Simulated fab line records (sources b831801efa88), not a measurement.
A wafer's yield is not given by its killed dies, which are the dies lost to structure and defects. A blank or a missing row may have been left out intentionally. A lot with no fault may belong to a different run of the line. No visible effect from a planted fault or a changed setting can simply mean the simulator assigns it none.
fab line records ; flow sky130
record: lots: 12; wafers: 36; lastDay: 50
route steps=708 shown FIELD_ISO@9 PWDE@52 PAD_OPEN@708
lots with no fault: from the same line, run without faults
startH: start of the lot's first displayed wafer, in hours after the record's first day ; waitH: hours from the lot's prior step to this one ; " same as the row above ; L1.1+2: one row covering several wafers at once ; - no value, or no start was given ; * or withheld: withheld ; < > ~ a bound
route shown NAME@n: NAME is a module with steps in the file, n the number in the route of the first one ; usual: mean and standard deviation over wafers with no fault ; same: alike in all rows ; chamber/n: place in a boat ; sites: readings site by site ; _std_site: the values' standard deviation ; _edge_site: outer sites' mean less inner sites' ; radiusMm: for every site, how far away it sits from the centre of the wafer ; mask NAME#n: copy n ; behind: the tool/chamber that last shaped the wafer ; hold: what put the lot on hold/how long, in hours/how the hold closed ; device: the transistor (n, p or np) that didn't switch ; end of line: the same wafers' tests at the end of the route ; for a step that has no rows: nothing shown but its recipe ; killed: dies that structure and defects cost at the first sort, which is not the same as the wafer's yield ; map: a wafer's dies, marking killed ones x, the rest . and places with no die _
set.NAME: the setting the step ran with; set.NAME@STEP: the setting that earlier step ran with ; model.NAME: the simulator's own value behind a step, which no gauge read
steps of the route over a sample of lots; a table a step, a row a wafer
services: when a tool's chamber went out of use (startH, in hours from the record's first day, below 0 if earlier), for how many hours, and the reason
== steps ==
step: SKY_FIELD_ISO_COAT_08
recipe: resist: KrF-thick; spinRpm: 3000; resistThkNm: 450
usual: resistLineTempC: 23.01/0.13; spinSpeedRpm: 2999.7/1.8
lot.wafer;tool;chamber;startH;waitH;resistLineTempC;spinSpeedRpm
L922.1;lithoTrack-02;0;26;-;23.27;2997.2
L922.5;lithoTrack-02;0;26;-;23.27;3000.7
L922.6;lithoTrack-02;0;26;-;23.30;2998.5
L924.4;lithoTrack-01;0;37;-;22.94;2996.3
L924.5;lithoTrack-01;0;37;-;23.18;3001.7
L924.6;lithoTrack-01;0;37;-;23.00;3004.2
L927.1;lithoTrack-02;0;51;-;23.08;3001.6
L927.3;lithoTrack-02;0;51;-;22.87;3002.8
L927.6;lithoTrack-02;0;51;-;23.08;3000.9
L929.1;lithoTrack-04;0;66;-;23.01;2997.4
L929.3;lithoTrack-04;0;67;-;22.96;2998.4
L929.6;lithoTrack-04;0;67;-;23.05;2998.0
L930.1;lithoTrack-02;0;67;-;22.95;3002.9
L930.2;lithoTrack-02;0;67;-;22.97;3000.7
L930.3;lithoTrack-02;0;67;-;22.93;3001.3
L934.3;lithoTrack-01;0;86;-;22.89;3000.8
L934.5;lithoTrack-01;0;86;-;23.11;2996.4
L934.6;lithoTrack-01;0;86;-;23.04;2999.6
L935.1;lithoTrack-02;0;91;-;22.92;2660.5
L935.2;lithoTrack-02;0;91;-;22.83;2659.1
L935.3;lithoTrack-02;0;91;-;22.88;2656.7
L936.1;lithoTrack-01;0;96;-;22.74;2999.0
L936.5;lithoTrack-01;0;96;-;22.76;2995.4
L936.6;lithoTrack-01;0;96;-;22.72;3001.9
L937.2;lithoTrack-02;0;102;-;22.89;2660.0
L937.3;lithoTrack-02;0;102;-;22.86;2657.3
L937.4;lithoTrack-02;0;102;-;22.81;2660.0
L940.1;lithoTrack-01;0;118;-;22.92;3004.0
L940.2;lithoTrack-01;0;118;-;23.13;3001.6
L940.3;lithoTrack-01;0;118;-;22.88;3000.2
L942.3;lithoTrack-04;0;128;-;23.03;2999.6
L942.5;lithoTrack-04;0;128;-;23.07;3000.1
L942.6;lithoTrack-04;0;128;-;22.94;2999.8
L943.2;lithoTrack-01;0;132;-;22.90;2995.7
L943.4;lithoTrack-01;0;132;-;23.10;2998.5
L943.5;lithoTrack-01;0;132;-;23.03;3000.1
step: SKY_FIELD_ISO_STRIP_16
recipe: chemistry: O2/N2; powerW: 1400; pressureMtorr: 1500; platenTempC: withheld; o2FlowSccm: 3000; n2FlowSccm: 300; overashFraction: 0.5
usual: drypumpMotorCurrentA: 5.53/0.29; oesProductAu: 0.378/0.0047; stripTimeToEndpointS: 3.541/0.026
lot.wafer;tool;chamber;startH;waitH;drypumpMotorCurrentA;oesProductAu;rfHoursCounterH;stripTimeToEndpointS
L922.1;plasmaAsher-03;0;34.53;0.0;5.75;0.382;34;3.537
L922.5;plasmaAsher-03;0;34.53;0.0;5.73;0.371;-;3.529
L922.6;plasmaAsher-03;1;34.53;0.0;5.27;0.377;-;3.538
L924.4;plasmaAsher-03;1;46.05;0.1;5.26;0.379;-;3.479
L924.5;plasmaAsher-03;0;46.05;0.1;5.72;0.377;-;3.509
L924.6;plasmaAsher-03;1;46.05;0.1;5.25;0.379;-;3.529
L927.1;plasmaAsher-02;1;59.18;0.0;6.14;0.379;38;3.522
L927.3;plasmaAsher-02;0;59.18;0.0;5.25;0.388;-;3.529
L927.6;plasmaAsher-02;1;59.18;0.0;6.15;0.380;-;3.497
L929.1;plasmaAsher-01;1;75.71;0.0;5.53;0.380;39;3.535
L929.3;plasmaAsher-01;0;75.71;0.0;5.36;0.377;-;3.544
L929.6;plasmaAsher-01;0;75.71;0.0;5.35;0.374;-;3.524
L930.1;plasmaAsher-03;0;75.96;0.0;5.72;0.387;38;3.542
L930.2;plasmaAsher-03;1;75.96;0.0;5.26;0.380;38;3.588
L930.3;plasmaAsher-03;0;75.96;0.0;5.74;0.379;-;3.557
L934.3;plasmaAsher-03;1;95.26;0.1;5.24;0.373;-;3.516
L934.5;plasmaAsher-03;0;95.26;0.1;5.70;0.383;-;3.522
L934.6;plasmaAsher-03;1;95.26;0.1;5.25;0.371;-;3.535
L935.1;plasmaAsher-03;0;100.63;0.0;5.72;0.383;40;3.843
L935.2;plasmaAsher-03;1;100.63;0.0;5.23;0.392;40;3.835
L935.3;plasmaAsher-03;0;100.63;0.0;5.73;0.394;-;3.870
L936.1;plasmaAsher-03;1;106.16;0.0;5.27;0.377;41;3.525
L936.5;plasmaAsher-03;0;106.16;0.0;5.73;0.383;-;3.527
L936.6;plasmaAsher-03;1;106.16;0.0;5.26;0.378;-;3.519
L937.2;plasmaAsher-01;0;111.66;0.0;5.34;0.388;43;3.837
L937.3;plasmaAsher-01;0;111.66;0.0;5.36;0.383;-;3.842
L937.4;plasmaAsher-01;1;111.66;0.0;5.51;0.389;-;3.846
L940.1;plasmaAsher-02;1;128.73;0.0;6.15;0.368;1;3.513
L940.2;plasmaAsher-02;0;128.73;0.0;5.31;0.379;1;3.542
L940.3;plasmaAsher-02;0;128.73;0.0;5.27;0.379;-;3.537
L942.3;plasmaAsher-01;1;138.44;0.1;5.51;0.382;-;3.616
L942.5;plasmaAsher-01;1;138.44;0.1;5.49;0.385;-;3.549
L942.6;plasmaAsher-01;0;138.44;0.1;5.35;0.372;-;3.587
L943.2;plasmaAsher-03;1;142.93;0.0;5.26;0.373;45;3.566
L943.4;plasmaAsher-03;1;142.93;0.0;5.27;0.377;-;3.507
L943.5;plasmaAsher-03;1;142.93;0.0;5.26;0.388;-;3.499
step: SKY_FIELD_ISO_ETCH_17
recipe: targetDepthA: 3420; maskMaterial: Si3N4; chemistry: HBr/Cl2/O2; target: Si; taperDeg: 5; icpW: 600; biasW: 150; pressureMtorr: 15; HBr_flow_sccm: 150; Cl2_flow_sccm: 40; O2_flow_sccm: 6; timeS: 97.7
usual: drypumpMotorCurrentA: 5.6/0.41; oesProductAu: 0.998/0.0085; throttleValvePct: 25.658/0.01
lot.wafer;tool;chamber;startH;waitH;drypumpMotorCurrentA;oesProductAu;rfHoursCounterH;throttleValvePct
L922.1;rieSi-01;2;34.63;0.1;6.3;0.975;159;25.694
L922.5;rieSi-01;2;34.63;0.1;6.4;0.987;-;25.657
L922.6;rieSi-01;1;34.63;0.1;5.6;0.979;-;25.662
L924.4;rieSi-01;0;46.15;0.1;6.2;1.002;-;25.671
L924.5;rieSi-01;1;46.15;0.1;5.6;1.001;-;25.653
L924.6;rieSi-01;3;46.15;0.1;5.3;1.002;-;25.644
L927.1;rieSi-01;0;59.28;0.1;6.2;0.998;42;25.659
L927.3;rieSi-01;3;59.28;0.1;5.3;1.006;8;25.660
L927.6;rieSi-01;0;59.28;0.1;6.2;1.007;-;25.644
L929.1;rieSi-02;2;75.81;0.1;5.2;1.010;67;25.647
L929.3;rieSi-02;1;75.81;0.1;5.3;0.999;82;25.680
L929.6;rieSi-02;1;75.81;0.1;5.3;0.995;-;25.649
L930.1;rieSi-01;3;76.06;0.1;5.3;0.998;8;25.648
L930.2;rieSi-01;0;76.06;0.1;6.2;0.986;42;25.650
L930.3;rieSi-01;2;76.06;0.1;6.3;0.993;0;25.656
L934.3;rieSi-02;2;95.33;0.0;5.2;1.021;68;25.655
L934.5;rieSi-02;1;95.33;0.0;5.4;1.003;-;25.648
L934.6;rieSi-02;0;95.33;0.0;5.3;1.007;-;25.655
L935.1;rieSi-01;1;100.73;0.1;5.6;0.999;9;25.653
L935.2;rieSi-01;3;100.73;0.1;5.3;1.001;8;25.669
L935.3;rieSi-01;2;100.73;0.1;6.4;0.988;0;25.666
L936.1;rieSi-01;1;106.26;0.1;5.6;1.004;9;25.656
L936.5;rieSi-01;0;106.26;0.1;6.2;1.003;-;25.642
L936.6;rieSi-01;3;106.26;0.1;5.3;0.993;-;25.669
L937.2;rieSi-01;2;111.76;0.1;6.4;0.995;0;25.669
L937.3;rieSi-01;1;111.76;0.1;5.6;1.009;10;25.659
L937.4;rieSi-01;3;111.76;0.1;5.3;1.005;8;25.650
L940.1;rieSi-01;1;128.83;0.1;5.6;1.011;10;25.658
L940.2;rieSi-01;3;128.83;0.1;5.3;1.003;9;25.641
L940.3;rieSi-01;0;128.83;0.1;6.2;0.994;43;25.631
L942.3;rieSi-02;2;138.51;0.0;5.2;1.002;68;25.646
L942.5;rieSi-02;2;138.51;0.0;5.2;0.996;-;25.650
L942.6;rieSi-02;3;138.51;0.0;5.5;0.998;-;25.654
L943.2;rieSi-01;3;143.03;0.1;5.3;1.000;9;25.656
L943.4;rieSi-01;2;143.03;0.1;6.4;0.988;1;25.668
L943.5;rieSi-01;1;143.03;0.1;5.7;1.001;-;25.660
step: SKY_FIELD_ISO_CMP_27
recipe: stopOn: Si3N4; tOverpolishS: 16; downForcePsi: 4; platenRpm: 60; targetThkNm: 457.8; padVelocityMS: 0.94248
usual: edgeZonePressureFrac: 0.999/0.0047; motorCurrentA: 12.1/1.4
lot.wafer;tool;chamber;startH;waitH;edgeZonePressureFrac;motorCurrentA
L922.1;cmp-02;1;39.14;0.1;0.992;11.1
L922.6;cmp-02;3;39.14;0.1;1.000;14.5
L922.5;cmp-02;0;39.14;0.1;0.997;11.2
L924.4;cmp-01;3;50.85;0.0;0.994;11.4
L924.6;cmp-01;3;50.85;0.0;1.007;10.8
L924.5;cmp-01;0;50.85;0.0;0.993;13.1
L927.3;cmp-02;1;63.36;0.0;0.994;10.7
L927.1;cmp-02;3;63.36;0.0;1.001;14.1
L927.6;cmp-02;2;63.36;0.0;0.996;10.7
L929.1;cmp-01;0;79.62;0.1;1.005;13.1
L929.3;cmp-01;2;79.62;0.1;1.005;12.5
L929.6;cmp-01;3;79.62;0.1;1.010;11.5
L930.1;cmp-02;0;79.83;0.0;0.994;11.8
L930.2;cmp-02;1;79.83;0.0;1.003;11.1
L930.3;cmp-02;3;79.83;0.0;1.003;13.4
L934.3;cmp-01;0;102.62;0.1;0.999;13.8
L934.5;cmp-01;1;102.62;0.1;0.994;13.6
L934.6;cmp-01;2;102.62;0.1;0.994;11.3
L935.1;cmp-02;2;104.81;0.1;1.006;10.1
L935.3;cmp-02;3;104.81;0.1;1.004;14.8
L935.2;cmp-02;0;104.81;0.1;1.011;11.2
L936.1;cmp-02;1;113.34;0.1;0.998;11.4
L936.5;cmp-02;0;113.34;0.1;0.998;11.3
L936.6;cmp-02;1;113.34;0.1;1.001;10.5
L937.3;cmp-01;2;116.16;0.0;0.997;12.2
L937.4;cmp-01;3;116.16;0.0;0.993;11.7
L937.2;cmp-01;1;116.16;0.0;1.001;14.2
L940.1;cmp-02;2;132.36;0.0;0.993;9.8
L940.3;cmp-02;3;132.36;0.0;1.003;14.3
L940.2;cmp-02;1;132.36;0.0;0.994;10.6
L942.3;cmp-01;3;145.02;0.1;0.995;10.9
L942.5;cmp-01;1;145.02;0.1;1.002;13.6
L942.6;cmp-01;2;145.02;0.1;0.997;12.1
L943.4;cmp-02;0;148.12;0.1;0.992;11.6
L943.2;cmp-02;1;148.12;0.1;0.991;11.5
L943.5;cmp-02;2;148.12;0.1;0.998;10.0
step: SKY_PWDE_OVL_MEAS_07
usual: PWDE_OVL: 1.3/1.6
lot.wafer;tool;chamber;startH;waitH;PWDE_OVL[nm]
L922.1;overlay-01;-;72.71;-;-0.8
L922.5;overlay-01;-;72.71;-;-0.4
L922.6;overlay-01;-;72.71;-;-0.7
L924.4;overlay-02;-;87.26;-;1.7
L924.5;overlay-02;-;87.26;-;1.9
L924.6;overlay-02;-;87.26;-;2.5
L927.1;overlay-01;-;99.98;-;0.9
L927.3;overlay-01;-;99.98;-;1.2
L927.6;overlay-01;-;99.98;-;2.5
L930.1;overlay-02;-;116.18;-;1.5
L930.2;overlay-02;-;116.18;-;1.1
L930.3;overlay-02;-;116.18;-;2.9
L929.1;overlay-01;-;117.51;-;4.1
L929.3;overlay-01;-;117.51;-;2.9
L929.6;overlay-01;-;117.51;-;2.9
L934.3;overlay-01;-;142.59;-;-0.8
L934.5;overlay-01;-;142.59;-;-2.0
L934.6;overlay-01;-;142.59;-;0.7
L935.1;overlay-01;-;145.31;-;-1.8
L935.2;overlay-01;-;145.31;-;-2.7
L935.3;overlay-01;-;145.31;-;-2.1
L936.1;overlay-01;-;153.88;-;2.5
L936.5;overlay-01;-;153.88;-;1.8
L936.6;overlay-01;-;153.88;-;2.7
L937.2;overlay-01;-;157.77;-;2.8
L937.3;overlay-01;-;157.77;-;1.6
L937.4;overlay-01;-;157.77;-;1.8
L940.1;overlay-01;-;174.19;-;1.8
L940.2;overlay-01;-;174.19;-;2.6
L940.3;overlay-01;-;174.19;-;1.8
L942.3;overlay-01;-;187.84;-;5.3
L942.5;overlay-01;-;187.84;-;4.1
L942.6;overlay-01;-;187.84;-;3.5
L943.2;overlay-02;-;190.62;-;-0.8
L943.4;overlay-02;-;190.62;-;-0.8
L943.5;overlay-02;-;190.62;-;-0.3
step: SKY_PAD_OPEN_PROBE_99
usual: killed_at_M0_to_M3: 44/6.3; killed_at_M4_up: 3.1/2; killedAtContacts: 24/4.8; killedAtFrontEnd: 15/4.6; killedAtOther: 0.2/0.51; killedDies: 87/8.4; killedOpen: 48/6.4; killedShort: 39/5.9
same: grossDies: 492; killedAtBackSide: 0
lot.wafer;tool;chamber;startH;waitH;killed_at_M0_to_M3;killed_at_M4_up;killedAtContacts;killedAtFrontEnd;killedAtOther;killedDies;killedOpen;killedShort
L922.1;prober-01;-;1080.86;0.1;46;7;24;16;0;93;50;43
L922.5;prober-01;-;1081.06;0.2;45;8;24;16;0;93;50;43
L922.6;prober-01;-;1081.11;0.2;42;3;21;19;0;85;46;39
L927.1;prober-02;-;1104.48;0.1;48;3;21;14;0;86;59;27
L927.3;prober-02;-;1104.58;0.2;42;5;21;15;0;83;42;41
L927.6;prober-02;-;1104.73;0.2;48;5;27;8;0;88;58;30
L929.1;prober-02;-;1128.36;0.1;52;4;30;17;0;103;55;48
L929.3;prober-02;-;1128.46;0.2;51;3;21;14;0;89;49;40
L929.6;prober-02;-;1128.61;0.2;51;4;20;18;2;95;56;39
L930.1;prober-01;-;1128.50;0.1;39;4;26;11;0;80;43;37
L930.2;prober-01;-;1128.55;0.1;40;7;26;14;0;87;38;49
L930.3;prober-01;-;1128.60;0.2;38;2;23;17;0;80;44;36
L935.3;prober-02;-;1154.55;0.2;43;0;21;13;0;77;40;37
L936.1;prober-01;-;1158.63;0.1;39;1;23;15;0;78;46;32
L936.5;prober-01;-;1158.83;0.2;44;5;25;17;0;91;59;32
L936.6;prober-01;-;1158.88;0.2;44;5;27;17;0;93;57;36
L937.2;prober-02;-;1169.31;0.1;38;3;22;12;0;75;42;33
L937.3;prober-02;-;1169.36;0.2;49;5;25;13;0;92;49;43
L937.4;prober-02;-;1169.41;0.2;52;1;23;11;0;87;57;30
killed by level:class
L922.1 VIA1:geometricParticle:open=13 CONTACT:geometricParticle:open=9 VIA1:geometricParticle:short=8 FIELD_ISO:geometricParticle:open=6 VIA2:geometricParticle:open=5 METAL3:geometricParticle:short=5 METAL4:geometricParticle:short=5 FIELD_ISO:geometricParticle:short=4
L922.5 VIA1:geometricParticle:open=9 VIA2:geometricParticle:open=9 LI_CONTACT:geometricParticle:open=8 FIELD_ISO:geometricParticle:short=6 CONTACT:geometricParticle:open=6 VIA3:geometricParticle:open=6 METAL4:geometricParticle:short=6 FIELD_ISO:geometricParticle:open=5
L922.6 VIA1:geometricParticle:open=14 FIELD_ISO:geometricParticle:open=7 CONTACT:geometricParticle:open=7 FIELD_ISO:geometricParticle:short=6 VIA1:geometricParticle:short=6 VIA2:geometricParticle:open=6 VIA3:geometricParticle:open=6 LOCAL_INTERCONNECT:geometricParticle:short=5
L927.1 VIA1:geometricParticle:open=11 CONTACT:geometricParticle:open=9 VIA3:geometricParticle:open=9 VIA2:geometricParticle:open=7 LI_CONTACT:geometricParticle:open=6 FIELD_ISO:geometricParticle:open=5 METAL1:geometricParticle:short=5 METAL2:geometricParticle:short=4
L927.3 VIA1:geometricParticle:open=12 LI_CONTACT:geometricParticle:open=7 VIA1:geometricParticle:short=6 VIA3:geometricParticle:open=6 CONTACT:geometricParticle:open=5 METAL4:geometricParticle:short=5 FIELD_ISO:geometricParticle:short=4 POLY_GATE:geometricParticle:open=4
L927.6 VIA1:geometricParticle:open=12 VIA3:geometricParticle:open=12 LI_CONTACT:geometricParticle:open=11 CONTACT:geometricParticle:open=9 VIA1:geometricParticle:short=5 METAL2:geometricParticle:open=4 METAL4:geometricParticle:short=4 VIA2:geometricParticle:open=4
L929.1 CONTACT:geometricParticle:open=12 VIA1:geometricParticle:open=12 METAL1:geometricParticle:short=11 LI_CONTACT:geometricParticle:open=9 VIA1:geometricParticle:short=7 POLY_GATE:geometricParticle:short=5 VIA2:geometricParticle:open=5 LOCAL_INTERCONNECT:geometricParticle:short=4
L929.3 VIA1:geometricParticle:open=13 VIA3:geometricParticle:open=7 LI_CONTACT:geometricParticle:open=7 VIA2:geometricParticle:open=7 VIA1:geometricParticle:short=7 POLY_GATE:geometricParticle:open=5 METAL1:geometricParticle:short=5 FIELD_ISO:geometricParticle:open=4
L930.1 CONTACT:geometricParticle:open=8 CONTACT:geometricParticle:short=7 VIA1:geometricParticle:open=6 METAL1:geometricParticle:short=6 VIA2:geometricParticle:open=6 VIA3:geometricParticle:open=6 LI_CONTACT:geometricParticle:open=5 FIELD_ISO:geometricParticle:open=4
L930.2 LI_CONTACT:geometricParticle:open=7 VIA1:geometricParticle:open=7 VIA3:geometricParticle:open=7 LI_CONTACT:geometricParticle:short=6 METAL1:geometricParticle:short=6 METAL4:geometricParticle:short=6 LOCAL_INTERCONNECT:geometricParticle:short=5 VIA1:geometricParticle:short=5
L930.3 VIA1:geometricParticle:open=11 LI_CONTACT:geometricParticle:open=10 FIELD_ISO:geometricParticle:short=5 CONTACT:geometricParticle:open=5 VIA2:geometricParticle:short=5 VIA2:geometricParticle:open=5 FIELD_ISO:geometricParticle:open=4 POLY_GATE:geometricParticle:open=4
L929.6 VIA1:geometricParticle:open=11 FIELD_ISO:geometricParticle:open=9 VIA2:geometricParticle:open=9 METAL1:geometricParticle:short=8 VIA2:geometricParticle:short=7 LI_CONTACT:geometricParticle:open=7 FIELD_ISO:geometricParticle:short=5 CONTACT:geometricParticle:open=5
L935.3 CONTACT:geometricParticle:open=9 VIA1:geometricParticle:open=8 VIA2:geometricParticle:short=5 LI_CONTACT:geometricParticle:open=5 LOCAL_INTERCONNECT:geometricParticle:short=5 METAL1:geometricParticle:short=5 METAL2:geometricParticle:short=4 METAL3:geometricParticle:short=4
L936.1 VIA1:geometricParticle:open=10 CONTACT:geometricParticle:open=9 FIELD_ISO:geometricParticle:short=7 LI_CONTACT:geometricParticle:open=7 METAL1:geometricParticle:open=5 METAL1:geometricParticle:short=4 METAL2:geometricParticle:short=4 VIA3:geometricParticle:open=4
L936.5 CONTACT:geometricParticle:open=10 VIA1:geometricParticle:open=10 LI_CONTACT:geometricParticle:open=7 VIA2:geometricParticle:open=7 FIELD_ISO:geometricParticle:open=6 CONTACT:geometricParticle:short=5 METAL1:geometricParticle:open=5 VIA3:geometricParticle:short=5
L936.6 VIA1:geometricParticle:open=13 LI_CONTACT:geometricParticle:open=10 CONTACT:geometricParticle:open=8 POLY_GATE:geometricParticle:open=7 VIA2:geometricParticle:open=6 VIA1:geometricParticle:short=5 METAL3:geometricParticle:short=5 VIA3:geometricParticle:open=5
L937.2 CONTACT:geometricParticle:open=11 VIA1:geometricParticle:open=7 METAL2:geometricParticle:short=7 FIELD_ISO:geometricParticle:open=6 VIA1:geometricParticle:short=5 LI_CONTACT:geometricParticle:open=4 VIA2:geometricParticle:open=4 VIA3:geometricParticle:open=4
L937.3 VIA1:geometricParticle:open=16 CONTACT:geometricParticle:open=9 LI_CONTACT:geometricParticle:open=7 VIA2:geometricParticle:open=6 METAL2:geometricParticle:short=6 POLY_GATE:geometricParticle:short=5 LI_CONTACT:geometricParticle:short=5 VIA3:geometricParticle:short=4
L937.4 VIA1:geometricParticle:open=19 CONTACT:geometricParticle:open=10 VIA1:geometricParticle:short=9 LI_CONTACT:geometricParticle:open=8 VIA3:geometricParticle:open=5 VIA2:geometricParticle:open=5 FIELD_ISO:geometricParticle:open=3 POLY_CUT:geometricParticle:short=3
== services ==
tool;chamber;startH;hours;kind
rieSi-01;2;4.82;11.3;repair
cmp-01;-;13.04;0.5;repair
cmp-01;-;25.88;2.5;pm
rieSi-01;2;41.63;-;clean
rieSi-01;2;41.63;24.3;scheduledDown
rieSi-01;2;41.63;24.3;ventCycle
rieSi-02;-;46.45;1.7;repair
plasmaAsher-01;-;58.50;1.2;repair
cmp-02;-;64.00;4.0;pm
rieSi-01;-;66.19;0.6;repair
cmp-02;-;68.00;-;consumableReplace:conditioner
cmp-02;-;68.00;-;consumableReplace:pad
cmp-02;-;100.23;1.3;repair
plasmaAsher-02;-;108.75;9.0;pm
plasmaAsher-02;0;108.75;9.0;ventCycle
plasmaAsher-02;1;108.75;9.0;ventCycle
plasmaAsher-02;0;117.75;-;clean
plasmaAsher-02;1;117.75;-;clean
rieSi-01;0;119.22;6.3;repair
plasmaAsher-02;-;135.73;6.5;repair
== key ==
firstSign: step: SKY_FIELD_ISO_COAT_08; reading: spinSpeedRpm; direction: down; sigmas: 99+; usual: 2999.7; struck: 2659.0
effect: step: SKY_FIELD_ISO_STRIP_16; reading: stripTimeToEndpointS; direction: up; sigmas: 12; usual: *; struck: *
metAt SKY_FIELD_ISO_COAT_08
struckLots L935,L937
testerLeftOut L935,L937
notActingAt SKY_FIELD_ISO_ETCH_17,SKY_FIELD_ISO_CMP_27,SKY_PWDE_OVL_MEAS_07
onsetBetween 67 91
fault: kind: processParameterDrift; tool: lithoTrack-02; chamber: -; onsetH: 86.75; steps: SKY_FIELD_ISO_COAT_08; channel: spinRpm; offset: -340.41; shape: step; endH: 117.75; actsIn: theseRecipesOnly; stated: 3000
testerLeftOut: of these lots the tester's yield and bins aren't shown, on N5 and GAA mostly nor the transistor test; their killed dies are dies lost to structure and defects alone, not to doping, threshold or leakage, so they don't give the yield
